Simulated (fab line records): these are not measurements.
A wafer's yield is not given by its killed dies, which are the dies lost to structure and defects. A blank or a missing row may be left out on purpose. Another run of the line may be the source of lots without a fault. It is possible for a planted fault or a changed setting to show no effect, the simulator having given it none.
A lot that was struck, set against a sound lot ; flow sfqLine ; 26 steps out of a route of 325
Sound: these wafers, L915.1, L915.2, L915.4. Struck: wafers L928.5, L928.6. (L928.2 of the same lot was not struck and is left out.) The cause comes at the end.
For every step that has rows: the tool of each side, followed by ch and its chambers, followed by its first start. Under that, the readings that differ: sound wafers ; struck wafers ; difference of the means ; sigmas: that difference in standard deviations of wafers without a fault.
alike: words and numbers the same on both sides, and readings whose means are apart by under 2 such deviations; not compared: readings that were withheld, readings missing a value for some wafer, numbers with overlapping values and no deviation given by the record, and bounds like >300 which may hide the same value.
Wherever a step has rows on one side only, a row that says differs or no value, or a row with sigmas, the two part there. Non-overlapping numbers with no deviation appear without sigmas and do not part them. A reading missing from all wafers of one side parts the sides only when that side holds two or more wafers.

SFQ_L0_RS_MEAS_901: a four-point-probe measurement.
  sound on filmMetro-04 at day 2 23:34; struck on filmMetro-02 at day 5 16:35
  alike: L0_MONX_KI_RS
SFQ_L0_THK_MEAS_902: measures by xrf.
  sound on filmMetro-04 at day 2 23:41; struck on filmMetro-02 at day 5 16:41
  alike: L0_MONX_KI_THK
then, 6 steps without rows for these wafers: SFQ_TRILAYER_L0_LITHO_COAT_010 (resist thk 62 nm); SFQ_TRILAYER_L0_LITHO_COAT_005 (resist thk 600 nm); SFQ_TRILAYER_L0_LITHO_SOFTBAKE_009; SFQ_TRILAYER_L0_LITHO_EXPOSE_006 (exposes mask L0, target cd 2000 nm); SFQ_TRILAYER_L0_LITHO_PEB_008 (peb time 60 s); SFQ_TRILAYER_L0_LITHO_DEVELOP_007 (time 60 s).
SFQ_TRILAYER_L0_BARC_OPEN_METAL_ETCH_010: etches BARC in O2, target depth 125 nm, time 41.7 s.
  sound on rieMetal-03 ch 0,1, day 4 16:03; struck on rieMetal-01 ch 0,1, day 7 08:51
  alike: biasW, chamberPressureMTorr, drypumpMotorCurrentA, oesProductAu
  not compared: rfHoursCounterH
SFQ_TRILAYER_L0_ETCH_METAL_ETCH_008: etches MoNx KI in SF6/O2, stops on SiO2, target depth 50 nm, time 25 s.
  sound on rieMetal-03 ch 0,1, day 4 16:07; struck on rieMetal-01 ch 0,1, day 7 08:55
  alike: biasW, chamberPressureMTorr, drypumpMotorCurrentA, oesProductAu
  not compared: rfHoursCounterH
then, 2 steps without rows for these wafers: SFQ_TRILAYER_L0_STRIP_STRIP_009 (strips in O2); SFQ_TRILAYER_L0_STRIP_SOLV_CLEAN_010 (cleans in NMP, time 600 s).
SFQ_TRILAYER_L0_CAP_PECVD_011: deposits SiO2 from SiH4/N2O, time 13.333 s, target thk 60 nm.
  sound on pecvd-03 ch 1,2, day 4 16:56; struck on pecvd-03 ch 0,2, day 7 09:54
reading;sound;struck;difference;sigmas
model.SiO2_of_TRILAYER_L0_CAP_PECVD_011.thkNm (nm);58.62 58.39 59.6;62.41 61.57;+3.12;
  alike: heaterPowerW, throttleValvePct
then, 6 steps without rows for these wafers: SFQ_TRILAYER_L0_VIA_LITHO_COAT_018 (resist thk 62 nm); SFQ_TRILAYER_L0_VIA_LITHO_COAT_013 (resist thk 650 nm); SFQ_TRILAYER_L0_VIA_LITHO_SOFTBAKE_017; SFQ_TRILAYER_L0_VIA_LITHO_EXPOSE_014 (exposes mask L0V, target cd 700 nm); SFQ_TRILAYER_L0_VIA_LITHO_PEB_016 (peb time 60 s); SFQ_TRILAYER_L0_VIA_LITHO_DEVELOP_015 (time 60 s).
-- the record jumps here: 3 days lie between the struck wafers' starts before and after --
SFQ_L0V_OVL_MEAS_903:
  sound on overlay-02 at day 7 04:11; struck on overlay-01 at day 10 11:05
  alike: L0V_OVL
SFQ_TRILAYER_L0_VIA_BARC_OPEN_VIA_ETCH_021: etches BARC in O2, target depth 125 nm, time 41.7 s.
  sound on rieDiel-01 ch 1,2,3, day 7 04:13; struck on rieDiel-01 ch 0,3, day 10 11:07
reading;sound;struck;difference;sigmas
rfHoursCounterH (h);91 46 104;- -;no value on the struck wafers;
  alike: biasW, chamberPressureMTorr, drypumpMotorCurrentA, oesProductAu
SFQ_TRILAYER_L0_VIA_ETCH_VIA_ETCH_016: etches SiO2 in CHF3, stops on MoNx KI, target depth 80 nm.
  sound on rieDiel-01 ch 1,2,3, day 7 04:16; struck on rieDiel-01 ch 0,3, day 10 11:09
reading;sound;struck;difference;sigmas
oesProductAu (a.u.);0.836 0.831 0.843;0.860 0.851;+0.019;+2
model.etch.depthNm (nm);58.62 58.39 59.6;62.41 61.57;+3.12;
model.L0V.featureDepthNm (nm);58.62 58.39 59.6;62.41 61.57;+3.12;
  alike: biasW, chamberPressureMTorr, drypumpMotorCurrentA
SFQ_TRILAYER_L0_VIA_STRIP_STRIP_017: strips in O2.
  sound on rieMetal-01 ch 0,1, day 7 04:18; struck on rieMetal-03 ch 0,1, day 10 11:12
  alike: chamberPressureMTorr, drypumpMotorCurrentA, oesProductAu
  not compared: rfHoursCounterH
then, 1 step without rows for these wafers: SFQ_TRILAYER_L0_VIA_STRIP_SOLV_CLEAN_018 (cleans in NMP, time 600 s).
SFQ_TRILAYER_M0_DEP_PRE_CLEAN_020: time 15 s.
  sound on pvdSputter-06 at day 7 05:05; struck on pvdSputter-05 at day 10 11:58
reading;sound;struck;difference;sigmas
model.SiO2_of_TRILAYER_L0_CAP_PECVD_011.thkNm (nm);53.62 53.39 54.6;57.41 56.57;+3.12;
SFQ_TRILAYER_M0_DEP_SPUTTER_019: material Nb, target thk 200 nm, time 133.3 s.
  sound on pvdSputter-06 at day 7 05:06; struck on pvdSputter-05 at day 10 12:00
  alike: cathodeDcPowerW, throttleValvePct

WHERE THEY PART
Last at SFQ_TRILAYER_L0_VIA_ETCH_VIA_ETCH_016 as far as this record goes, first at SFQ_TRILAYER_L0_VIA_BARC_OPEN_VIA_ETCH_021. Later steps at which nothing parts them and some readings are alike: SFQ_TRILAYER_L0_VIA_STRIP_STRIP_017, SFQ_TRILAYER_M0_DEP_SPUTTER_019.

WHY: what had been put in by the simulator
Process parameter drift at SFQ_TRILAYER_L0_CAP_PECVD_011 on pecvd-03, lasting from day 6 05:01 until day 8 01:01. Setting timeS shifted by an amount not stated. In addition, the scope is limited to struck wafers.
